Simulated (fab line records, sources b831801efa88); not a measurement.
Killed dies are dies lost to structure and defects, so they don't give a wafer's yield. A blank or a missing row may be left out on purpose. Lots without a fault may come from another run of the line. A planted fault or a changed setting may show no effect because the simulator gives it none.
Which tool did it? | flow sfq_line | 14 lots, 42 wafers sampled, at 1 step of a route of 325

WHAT THE GAUGES READ, wafer by wafer
The record holds no reading of a measuring or inspecting step that can be judged against a usual standard deviation.

WHICH TOOL RAN EACH LOT (tool, then ch and the chambers of the sampled wafers, then the start)
lot  | SFQ_TRILAYER_L0_VIA_BARC_OPEN_VIA_ETCH_021
L895 | rie_diel-01 ch 1,2, day 5 00:06
L896 | rie_diel-03 ch 2,3, day 5 03:42
L897 | rie_diel-03 ch 0,1,2, day 5 10:54
L898 | rie_diel-01 ch 2,3, day 5 15:42
L899 | rie_diel-01 ch 1,3, day 5 21:42
L900 | rie_diel-03 ch 0,2, day 6 08:07
L901 | rie_diel-02 ch 0,3, day 6 19:03
L902 | rie_diel-02 ch 0,2,3, day 7 02:15
L904 | rie_diel-02 ch 1,2, day 7 17:04
L905 | rie_diel-03 ch 0,1, day 8 01:28
L910 | rie_diel-03 ch 0,1,2, day 9 06:12
L912 | rie_diel-02 ch 0,1,3, day 9 18:12
L914 | rie_diel-03 ch 0,1,2, day 10 06:18
L918 | rie_diel-01 ch 0,1,2, day 11 05:55
- SFQ_TRILAYER_L0_VIA_BARC_OPEN_VIA_ETCH_021: etches BARC in O2, target depth 125 nm, time 41.7 s.

WHAT THE TOOLS THEMSELVES READ (means of the sampled wafers that have a number; where no wafer has one, the mark that the record gives instead)
SFQ_TRILAYER_L0_VIA_BARC_OPEN_VIA_ETCH_021. Usual: drypump_motor_current_A 5.7 A, standard deviation 0.35; oes_product_au 0.685 a.u., standard deviation 0.0046; run_length_s 69.9 s, standard deviation 0.5.
lot  | tool        | drypump_motor_current_A (A) | oes_product_au (a.u.) | run_length_s (s) | flag
L895 | rie_diel-01 | 5.5                         | 0.679                 | 69.7             |
L896 | rie_diel-03 | 5.7                         | 0.686                 | 69.8             |
L897 | rie_diel-03 | 5.6                         | 0.687                 | 69.4             |
L898 | rie_diel-01 | 5.5                         | 0.681                 | 69.4             |
L899 | rie_diel-01 | 5.3                         | 0.689                 | 69.7             |
L900 | rie_diel-03 | 5.8                         | 0.687                 | 69.4             |
L901 | rie_diel-02 | 5.9                         | 0.686                 | 70.6             |
L902 | rie_diel-02 | 5.9                         | 0.689                 | 70.3             |
L904 | rie_diel-02 | 5.7                         | 0.689                 | 70.3             |
L905 | rie_diel-03 | 5.7                         | 0.685                 | 69.7             |
L910 | rie_diel-03 | 5.6                         | 0.700                 | 68.2             | OFF
L912 | rie_diel-02 | 5.6                         | 0.683                 | 70.4             |
L914 | rie_diel-03 | 5.6                         | 0.706                 | 68.2             | OFF
L918 | rie_diel-01 | 5.3                         | 0.685                 | 69.8             |

THE ANSWER, worked out from the rows above alone
Rule: a lot is off if the mean of its wafers that have a number lies more than 3 standard deviations from the usual mean. A lot without any number at a reading at which 4 lots or more have one is off too. The other lots that the step has rows for count as sound. The gauges are gone through in route order, then the tools' own readings, and for those a lot's mean is taken as printed above. The first step at which some lot is off is used, and at that step the reading that is off furthest; a lot without a number counts as furthest.
Off: L910, L914, at SFQ_TRILAYER_L0_VIA_BARC_OPEN_VIA_ETCH_021 (oes_product_au).
A tool fits if, at that step or a process step before it, it ran every lot that is off, and no sound lot after the first of them. One fits: rie_diel-03 at SFQ_TRILAYER_L0_VIA_BARC_OPEN_VIA_ETCH_021. Its last sound lot is L905 (day 8 01:28), its first lot that is off L910 (day 9 06:12): a fault that began between those two fits.
The tool's own readings at SFQ_TRILAYER_L0_VIA_BARC_OPEN_VIA_ETCH_021 bear it out: on the lots that are off they differ by more than 5 times the standard deviation of the sound lots' means. oes_product_au reads 0.703 a.u. there against 0.685 a.u. on the sound lots.

WHAT THE SIMULATOR HAD PUT IN
Process parameter drift: rie_diel-03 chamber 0, from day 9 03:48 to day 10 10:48, at SFQ_TRILAYER_L0_VIA_BARC_OPEN_VIA_ETCH_021. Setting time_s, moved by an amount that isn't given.
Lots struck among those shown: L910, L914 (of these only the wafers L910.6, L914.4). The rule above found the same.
